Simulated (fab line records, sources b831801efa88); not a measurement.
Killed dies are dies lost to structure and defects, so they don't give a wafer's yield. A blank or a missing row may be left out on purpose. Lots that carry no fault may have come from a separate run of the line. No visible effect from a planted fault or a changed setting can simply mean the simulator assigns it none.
Tool commonality check | flow sky130 | 13 lots, 39 wafers sampled

== THE REASON FOR OPENING IT ==
SKY_NWELL_TW_MEAS_15, reading NWELL_TW: flagged on 1 of 13 lots. Fault-free wafers read 1846, with a standard deviation of 9.7.
Rule: a lot is flagged when every wafer of it that has a number lies more than 4 standard deviations from that mean, or none has a number. The other lots count as sound.

lot  | measured     | on            | NWELL_TW, wafer by wafer | flag
L744 | day 4 21:05  | film metro-01 | 1863 1864 1861           |
L745 | day 5 01:47  | film metro-01 | 1851 1861 1850           |
L746 | day 5 06:13  | film metro-02 | 1851 1852 1843           |
L747 | day 5 14:18  | film metro-01 | 1840 1837 1853           |
L750 | day 6 06:49  | film metro-01 | 30 31 31                 | FLAGGED
L751 | day 6 13:32  | film metro-01 | 1855 1849 1853           |
L758 | day 8 05:13  | film metro-02 | 1833 1842 1843           |
L759 | day 8 10:11  | film metro-04 | 1845 1840 1834           |
L760 | day 8 16:41  | film metro-04 | 1822 1831 1833           |
L762 | day 9 08:23  | film metro-01 | 1845 1826 1840           |
L763 | day 9 15:02  | film metro-01 | 1844 1835 1841           |
L764 | day 9 18:25  | film metro-02 | 1851 1856 1854           |
L766 | day 11 03:46 | film metro-01 | 1843 1838 1836           |
Flagged lots average 31: -1815 relative to the usual, that is -99 or more standard deviations.

== LOT BY LOT: THE TOOL USED ==
The record keeps 1 process step preceding the reading, out of 708 steps on the route. Each cell gives the tool, then ch followed by the chambers the sampled wafers passed through, then the start.
lot  | flag    | SKY_NWELL_EXPOSE_07
L744 |         | iline stepper-01 ch 0, day 4 12:34
L745 |         | iline stepper-01 ch 0, day 4 18:00
L746 |         | iline stepper-01 ch 0, day 4 21:05
L747 |         | iline stepper-02 ch 0, day 5 05:05
L750 | FLAGGED | iline stepper-01 ch 0, day 5 20:37
L751 |         | iline stepper-02 ch 0, day 6 04:08
L758 |         | iline stepper-01 ch 0, day 7 19:22
L759 |         | iline stepper-02 ch 0, day 7 23:59
L760 |         | iline stepper-01 ch 0, day 8 05:38
L762 |         | iline stepper-01 ch 0, day 8 21:08
L763 |         | iline stepper-02 ch 0, day 9 03:18
L764 |         | iline stepper-01 ch 0, day 9 06:19
L766 |         | iline stepper-01 ch 0, day 9 16:42
These steps, and what they do:
- SKY_NWELL_EXPOSE_07: exposes mask NWM, target cd 840 nm.
- SKY_NWELL_TW_MEAS_15

== FLAGGED OVER TOTAL, TOOL BY TOOL (the gauges that took the reading come last) ==
step                 | tool             | lots run | flagged | share of the flagged lots | sound lots run after its first flagged lot
SKY_NWELL_EXPOSE_07  | iline stepper-01 | 9        | 1       | all                       | 5 (L758,L760,L762,L764,L766)
SKY_NWELL_EXPOSE_07  | iline stepper-02 | 4        | 0       | none                      | -
SKY_NWELL_TW_MEAS_15 | film metro-01    | 8        | 1       | all                       | 4 (L751,L762,L763,L766)
SKY_NWELL_TW_MEAS_15 | film metro-02    | 3        | 0       | none                      | -
SKY_NWELL_TW_MEAS_15 | film metro-04    | 2        | 0       | none                      | -

== WHAT IS ALLOWED BY THE TABLE ==
In 2 table rows, all flagged lots were run: iline stepper-01 (SKY_NWELL_EXPOSE_07), film metro-01 (SKY_NWELL_TW_MEAS_15).
- iline stepper-01 at SKY_NWELL_EXPOSE_07 ran 9 lots, 1 of them flagged. Sound lots ran on it after the first flagged one (L758, L760, L762, L764, L766), which a lasting fault on the whole tool wouldn't allow.
- film metro-01 at SKY_NWELL_TW_MEAS_15 ran 8 lots, 1 of them flagged. Sound lots ran on it after the first flagged one (L751, L762, L763, L766), which a lasting fault on the whole tool wouldn't allow.
None of the table's rows ran every flagged lot and, after the first, no sound lot.

== WHAT HAD BEEN PUT IN BY THE SIMULATOR ==
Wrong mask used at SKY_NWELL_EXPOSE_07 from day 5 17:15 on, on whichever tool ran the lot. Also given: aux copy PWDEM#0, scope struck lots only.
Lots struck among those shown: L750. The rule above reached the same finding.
